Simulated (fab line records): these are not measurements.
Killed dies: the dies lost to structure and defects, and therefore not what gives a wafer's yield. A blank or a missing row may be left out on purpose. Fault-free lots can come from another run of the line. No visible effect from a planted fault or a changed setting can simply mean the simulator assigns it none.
Matching of chambers	flow sky130	SKY_LI_CONTACT_CMP_24 on cmp-01 has 4 sister chambers
The step polishes, stops on PSG, t overpolish 20 s, target thk 0 nm. 16 wafers are shown with their chamber, then 8 later ones without.

== WAFERS, EACH WITH ITS CHAMBER ==
wafer	chamber	motor_current_A (A)	overpolish_run_s (s)	time_to_endpoint_s (s)
L737.2	1	10.4	19.985	98
L737.4	2	12.0	20.003	98
L737.5	0	14.0	19.990	99
L740.2	1	10.3	20.007	95
L740.3	2	12.0	19.987	90
L740.6	0	13.6	19.982	92
L741.1	1	10.8	20.001	96
L741.5	3	9.7	19.991	98
L741.6	2	12.1	19.995	98
L744.2	1	10.5	19.987	101
L744.4	2	11.8	19.991	99
L744.5	3	9.8	20.001	100
L747.1	2	12.2	20.000	99
L747.3	1	11.0	20.004	100
L747.4	3	9.8	20.011	99
L745.1	2	11.7	20.003	102

SIGNATURES (means of the wafers above)
reading	chamber 0	chamber 1	chamber 2	chamber 3	scatter within a chamber
motor_current_A	13.800	10.600	11.967	9.767	0.224
overpolish_run_s	19.98600	19.99680	19.99650	20.00100	0.00847
time_to_endpoint_s	95.50	98.00	97.67	99.00	3.34
Rule: a wafer's distance from a chamber is the root of the sum, over the readings, of the square of ((its reading less the chamber's mean) divided by the reading's scatter). If the next closest chamber is less than 2 further off than the closest, the wafer can't be placed; otherwise it belongs to the closest. The scatter is the square root of a quotient: the sum, over the shown wafers, of each reading's squared deviation from its chamber's mean, divided by wafers minus chambers.

== WAFERS WHOSE CHAMBER IS MISSING ==
wafer	motor_current_A (A)	overpolish_run_s (s)	time_to_endpoint_s (s)
L745.5	14.0	20.010	105
L745.6	9.5	20.007	104
L749.2	12.4	19.990	96
L749.5	12.0	20.006	95
L749.6	9.8	19.996	94
L756.1	14.4	20.016	103
L756.3	11.7	20.007	97
L756.4	9.8	20.002	99

== WHICH CHAMBER EACH WENT THROUGH ==
wafer	from the rows above	in truth
L745.5	0	0
L745.6	3	3
L749.2	2	2
L749.5	2	2
L749.6	3	3
L756.1	0	0
L756.3	2	2
L756.4	3	3
Correctly placed: 8 of 8. Left unplaced by these rows: 0. Placed wrongly: 0.
